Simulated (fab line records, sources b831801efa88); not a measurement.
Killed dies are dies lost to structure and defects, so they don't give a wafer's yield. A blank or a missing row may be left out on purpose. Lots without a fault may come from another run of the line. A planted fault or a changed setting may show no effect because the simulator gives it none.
fab line records | flow sky130
record lots=11 wafers=32 last_day=50
route steps=708 shown RES_PROTECT@214 POLY_GATE@229 CONTACT@415 METAL1@440
lots that met no fault: from a run of the same line without faults
start_h: hours from the record's first day to the start of the lot's first wafer shown | wait_h: hours since the lot's step before | " the same as in the row above | L1.1+2: a row that stands for several wafers | - no value, or no start given | * or withheld: withheld | < > ~ a bound
route shown NAME@n: a module of which the file shows steps, and the number in the route of the first | usual: mean/standard deviation of fault-free wafers | same: alike in all rows | chamber/n: place in a boat | sites: the reading at each site | _std_site: their standard deviation | _edge_site: outer sites' mean less inner sites' | radius_mm: how far each site lies from the wafer's centre | mask NAME#n: copy n | behind: the tool/chamber that last shaped the wafer | hold: why the lot was held/for how many hours/how that ended | device: the transistor (n, p or np) that didn't switch | end of line: the same wafers' tests at the end of the route | a step without rows: its recipe alone | killed: dies lost to structure and defects at the first sort, not the wafer's yield | map: a wafer's dies, x killed, . not, _ none there
set.NAME: the setting as run; set.NAME@STEP: as run at that earlier step | model.NAME: the simulator's own value behind a step, which no gauge read
steps of the route over a sample of lots; a table a step, a row a wafer
services: from which hour (start_h, from the record's first day; less than 0 if before it) a tool's chamber was out of use, for how many hours, and why
## steps
# step SKY_RES_PROTECT_STRIP_07
# recipe chemistry=O2/N2 power_w=1400 pressure_mtorr=1500 platen_temp_c=withheld o2_flow_sccm=3000 n2_flow_sccm=300 overash_fraction=0.5
# usual chamber_pressure_mTorr=1500.1/1.3 drypump_motor_current_A=5.5/0.6 oes_product_au=0.518/0.0044 strip_time_to_endpoint_s=23.31/0.038
# columns lot.wafer tool chamber start_h wait_h chamber_pressure_mTorr drypump_motor_current_A oes_product_au rf_hours_counter_h strip_time_to_endpoint_s
L914.1 plasma_asher-01 0 336.30 0.1 1499.9 5.0 0.520 22 23.28
L914.4 " 0 " " 1499.9 5.0 0.500 - 23.33
L914.6 " 1 " " 1501.3 4.8 0.522 - 23.29
L915.1 plasma_asher-02 1 347.14 0.1 1500.5 5.7 0.509 61 23.31
L915.2 " 0 " " 1499.5 6.5 0.518 61 23.38
L915.6 " 0 " " 1500.7 6.5 0.515 - 23.35
L916.3 plasma_asher-01 1 357.04 0.1 1499.2 4.8 0.522 - 23.34
L916.5 " 0 " " 1498.4 5.0 0.513 - 23.37
L916.6 " 1 " " 1499.7 4.8 0.516 - 23.38
L917.3 plasma_asher-01 0 370.53 0.1 1500.4 5.0 0.525 - 23.32
L917.4 " 1 " " 1499.2 4.8 0.521 - 23.32
L917.5 " 0 " " 1498.4 5.0 0.520 - 23.30
L918.3 plasma_asher-04 0 373.58 0.1 1500.9 5.7 0.518 - 23.23
L918.5 " 0 " " 1502.4 5.6 0.510 - 23.29
L918.6 " 1 " " 1501.0 6.0 0.517 - 23.32
L922.2 plasma_asher-04 0 410.91 0.1 1499.7 5.6 0.517 60 23.27
L922.5 " 0 " " 1500.3 5.7 0.520 - 23.30
L922.6 " 1 " " 1501.5 6.0 0.509 - 23.27
L925.1 plasma_asher-02 0 442.05 0.1 1498.4 6.5 0.520 1 23.28
L925.4 " 0 " " 1502.8 6.6 0.520 - 23.31
L925.6 " 1 " " 1501.5 5.8 0.521 - 23.32
L926.1 plasma_asher-04 1 446.76 0.2 1497.8 6.0 0.523 64 23.33
L926.4 " 0 " " 1500.1 5.7 0.519 - 23.30
L926.5 " 1 " " 1498.4 6.0 0.513 - 23.29
L931.4 plasma_asher-02 0 484.54 0.1 1500.1 6.5 0.514 - 23.35
L931.5 " 1 " " 1501.7 5.7 0.521 - 23.33
L935.4 plasma_asher-01 0 519.04 0.1 1499.8 5.0 0.522 - 23.29
L935.5 " 1 " " 1504.2 4.8 0.514 - 23.35
L935.6 " 0 " " 1500.0 5.0 0.502 - 23.29
L936.1 plasma_asher-01 1 524.85 0.1 1498.9 4.8 0.522 41 23.33
L936.3 " 0 " " 1498.2 5.0 0.512 - 23.32
L936.5 " 1 " " 1502.1 4.8 0.512 - 23.30
# step SKY_POLY_GATE_ETCH_15
# recipe chemistry=N2/H2 target=BARC ion_energy_ev=200 source_w=500 bias_w=100 pressure_mtorr=30 n2_flow_sccm=100 h2_flow_sccm=200 stop_on=SiO2 time_s=118.5 target_depth_a=1100
# usual chamber_pressure_mTorr=29.999/0.025 drypump_motor_current_A=5.7/0.43 oes_product_au=0.716/0.0045 throttle_valve_pct=13.214/0.0099
# same time_s=118.5
# columns lot.wafer tool chamber start_h wait_h chamber_pressure_mTorr drypump_motor_current_A oes_product_au rf_hours_counter_h throttle_valve_pct
L914.1 rie_diel-01 1 365.50 0.0 29.973 6.2 0.713 12 13.206
L914.4 " 2 " " 30.024 6.4 0.722 10 13.210
L914.6 " 1 " " 29.997 6.1 0.718 - 13.211
L915.1 rie_diel-02 2 376.47 0.0 30.006 5.7 0.720 4 13.226
L915.2 " 1 " " 30.010 5.4 0.727 60 13.220
L915.6 " 3 " " 29.973 5.1 0.704 - 13.217
L916.3 rie_diel-01 0 391.05 0.0 30.023 5.4 0.717 2 13.201
L916.5 " 0 " " 29.965 5.4 0.712 - 13.232
L916.6 " 1 " " 30.026 6.1 0.715 - 13.212
L917.3 rie_diel-03 2 402.00 0.0 29.975 4.8 0.720 55 13.210
L917.4 " 1 " " 30.012 5.9 0.711 12 13.215
L917.5 " 2 " " 29.995 4.9 0.715 - 13.209
L918.3 rie_diel-03 2 404.72 0.0 29.974 4.9 0.717 55 13.198
L918.5 " 1 " " 29.978 5.9 0.711 - 13.214
L918.6 " 2 " " 29.958 4.9 0.720 - 13.217
L922.2 rie_diel-01 1 443.72 0.0 30.047 6.2 0.723 14 13.218
L922.5 " 0 " " 29.989 5.4 0.708 - 13.204
L922.6 " 3 " " 30.025 5.5 0.720 - 13.204
L925.1 rie_diel-01 1 474.70 0.0 29.987 6.2 0.725 14 13.210
L925.4 " 1 " " 29.974 6.1 0.716 - 13.221
L925.6 " 2 " " 30.019 6.4 0.714 - 13.212
L926.1 rie_diel-02 3 480.05 0.0 30.011 5.1 0.712 9 13.209
L926.4 " 0 " " 30.014 5.8 0.713 2 13.204
L926.5 " 2 " " 30.014 5.7 0.722 - 13.223
L931.4 rie_diel-01 0 517.15 0.0 29.979 5.4 0.719 4 13.224
L931.5 " 1 " " 29.997 6.2 0.712 - 13.202
L935.4 rie_diel-01 3 551.64 0.0 30.003 5.5 0.718 7 13.230
L935.5 " 3 " " 29.955 5.5 0.720 - 13.197
L935.6 " 0 " " 30.005 5.5 0.728 - 13.205
L936.1 rie_diel-01 2 557.28 0.0 30.034 6.4 0.721 13 13.222
L936.3 " 0 " " 29.999 5.5 0.718 5 13.209
L936.5 " 0 " " 30.043 5.4 0.708 - 13.208
# step SKY_CONTACT_COAT_09
# recipe resist=KrF-thick spin_rpm=3000 resist_thk_nm=450
# columns lot.wafer tool chamber start_h wait_h
L914.1+4+6 litho_track-01 0 717 -
L915.1+2+6 litho_track-02 0 725 -
L916.3+5+6 litho_track-04 0 738 -
L917.3+4+5 litho_track-01 0 752 -
L918.3+5+6 litho_track-04 0 759 -
L922.2+5+6 litho_track-01 0 788 -
L925.1+4+6 litho_track-02 0 815 -
L926.1+4+5 litho_track-02 0 818 -
L931.4+5 litho_track-02 0 853 -
L935.4+5+6 litho_track-01 0 881 -
L936.1+3+5 litho_track-04 0 884 -
# step SKY_CONTACT_STRIP_19
# recipe chemistry=O2/N2 power_w=1400 pressure_mtorr=1500 platen_temp_c=withheld o2_flow_sccm=3000 n2_flow_sccm=300 overash_fraction=0.5
# usual chamber_pressure_mTorr=1500.0/1.3 drypump_motor_current_A=5.6/0.64 oes_product_au=0.380/0.0049 strip_time_to_endpoint_s=3.60/0.034
# columns lot.wafer tool chamber start_h wait_h chamber_pressure_mTorr drypump_motor_current_A oes_product_au rf_hours_counter_h strip_time_to_endpoint_s
L914.1 plasma_asher-03 0 731.18 - 1499.9 5.4 0.382 105 3.63
L914.4 " 0 " " 1498.3 5.4 0.377 - 3.59
L914.6 " 0 " " 1499.4 5.4 0.385 - 3.61
L915.1 plasma_asher-01 1 739.62 - 1500.9 4.8 0.379 62 3.61
L915.2 " 0 " " 1498.6 5.0 0.387 62 3.64
L915.6 " 0 " " 1501.4 5.0 0.377 - 3.61
L916.3 plasma_asher-03 0 753.50 - 1499.6 5.4 0.383 - 3.61
L916.5 " 0 " " 1501.3 5.4 0.380 - 3.60
L916.6 " 1 " " 1502.5 6.4 0.388 - 3.62
L917.3 plasma_asher-01 1 766.97 - 1499.1 4.8 0.371 - 3.57
L917.4 " 0 " " 1499.7 5.0 0.381 - 3.59
L917.5 " 0 " " 1501.2 5.0 0.381 - 3.64
L918.3 plasma_asher-01 1 773.85 - 1501.9 4.8 0.370 - 3.58
L918.5 " 0 " " 1500.0 5.0 0.379 - 3.57
L918.6 " 1 " " 1499.5 4.8 0.382 - 3.56
L922.2 plasma_asher-02 0 802.40 - 1501.7 6.5 0.383 31 3.67
L922.5 " 0 " " 1498.0 6.5 0.385 - 3.69
L922.6 " 1 " " 1499.5 5.8 0.377 - 3.59
L925.1 plasma_asher-03 0 829.37 - 1498.8 5.4 0.374 10 3.55
L925.4 " 0 " " 1501.8 5.4 0.372 - 3.58
L925.6 " 1 " " 1501.0 6.3 0.371 - 3.58
L926.1 plasma_asher-03 0 831.97 - 1499.6 5.4 0.385 11 3.62
L926.4 " 0 " " 1498.6 5.4 0.373 - 3.57
L926.5 " 1 " " 1499.2 6.4 0.386 - 3.57
L931.4 plasma_asher-02 1 867.08 - 1499.8 5.8 0.432 - 4.80
L931.5 " 0 " " 1501.4 6.6 0.385 - 3.59
L935.4 plasma_asher-01 0 894.23 - 1499.8 5.0 0.372 - 3.64
L935.5 " 0 " " 1498.8 5.0 0.385 - 3.64
L935.6 " 1 " " 1499.7 4.8 0.375 - 3.62
L936.1 plasma_asher-01 1 897.25 - 1500.0 4.8 0.377 79 3.59
L936.3 " 0 " " 1501.2 5.0 0.380 - 3.61
L936.5 " 0 " " 1498.2 5.0 0.382 - 3.60
# step SKY_METAL1_THK_MEAS_06
# recipe thk_meas_gauge=xrf reads=AlCu_of_METAL1_SPUTTER_02
# usual METAL1_ALCU_THK=251/3.1
# columns lot.wafer tool chamber start_h wait_h METAL1_ALCU_THK[nm]
L914.1 film_metro-03 - 732.72 0.1 250
L914.4 " - " " 247
L914.6 " - " " 254
L915.1 film_metro-03 - 741.13 0.1 244
L915.2 " - " " 251
L915.6 " - " " 250
L916.3 film_metro-04 - 754.99 0.1 254
L916.5 " - " " 253
L916.6 " - " " 254
L917.3 film_metro-04 - 768.50 0.1 248
L917.4 " - " " 255
L917.5 " - " " 252
L918.3 film_metro-03 - 775.35 0.1 251
L918.5 " - " " 248
L918.6 " - " " 251
L922.2 film_metro-01 - 803.91 0.1 254
L922.5 " - " " 254
L922.6 " - " " 250
L925.1 film_metro-01 - 830.91 0.1 251
L925.4 " - " " 251
L925.6 " - " " 253
L926.1 film_metro-04 - 833.47 0.1 251
L926.4 " - " " 252
L926.5 " - " " 252
L931.4 film_metro-04 - 868.74 0.1 252
L931.5 " - " " 249
L935.4 film_metro-04 - 895.73 0.1 249
L935.5 " - " " 247
L935.6 " - " " 249
L936.1 film_metro-04 - 898.79 0.1 251
L936.3 " - " " 249
L936.5 " - " " 252
## services
# columns tool chamber start_h hours kind
plasma_asher-01 - 355.95 0.8 repair
plasma_asher-02 - 421.25 9.0 pm
plasma_asher-02 - 426.04 0.7 repair
plasma_asher-01 - 442.52 1.5 repair
rie_diel-01 3 444.59 5.6 repair
plasma_asher-02 - 446.25 10.6 repair
rie_diel-01 0 456.03 8.7 repair
rie_diel-01 - 456.57 14.6 pm
rie_diel-01 0 471.46 3.8 repair
plasma_asher-02 - 486.81 1.3 repair
rie_diel-01 3 556.83 1.4 repair
rie_diel-01 3 567.69 21.2 repair
rie_diel-01 0 585.98 5.8 repair
rie_diel-01 1 586.90 9.4 repair
plasma_asher-02 - 597.31 1.0 repair
rie_diel-01 - 617.45 2.8 pm
plasma_asher-01 - 676.49 2.8 pm
plasma_asher-01 - 690.03 4.9 repair
rie_diel-01 - 704.60 0.2 repair
plasma_asher-01 - 708.49 2.0 repair
plasma_asher-02 - 741.02 45.4 pm
rie_diel-01 3 789.33 13.5 repair
rie_diel-01 0 859.72 4.0 repair
plasma_asher-01 - 879.74 0.4 repair
## key
first_sign step=SKY_CONTACT_STRIP_19 reading=strip_time_to_endpoint_s direction=up sigmas=35 usual=* struck=*
effect step=SKY_CONTACT_STRIP_19 reading=oes_product_au direction=up sigmas=11 usual=0.380 struck=0.432
met_at SKY_CONTACT_COAT_09
struck_lots L931
struck_wafers L931.4
tester_left_out L931
not_acting_at SKY_RES_PROTECT_STRIP_07,SKY_POLY_GATE_ETCH_15,SKY_METAL1_THK_MEAS_06
onset_between 818 853
fault kind=process_parameter_drift tool=litho_track-02 chamber=- onset_h=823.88 steps=SKY_CONTACT_COAT_09 channel=resist_thk_nm offset=116.12 shape=step end_h=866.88 scope=struck_wafers_only acts_in=these_recipes_only stated=450
# tester_left_out: of these lots the tester's yield and bins aren't shown, on N5 and GAA mostly nor the transistor test; their killed dies are dies lost to structure and defects alone, not to doping, threshold or leakage, so they don't give the yield
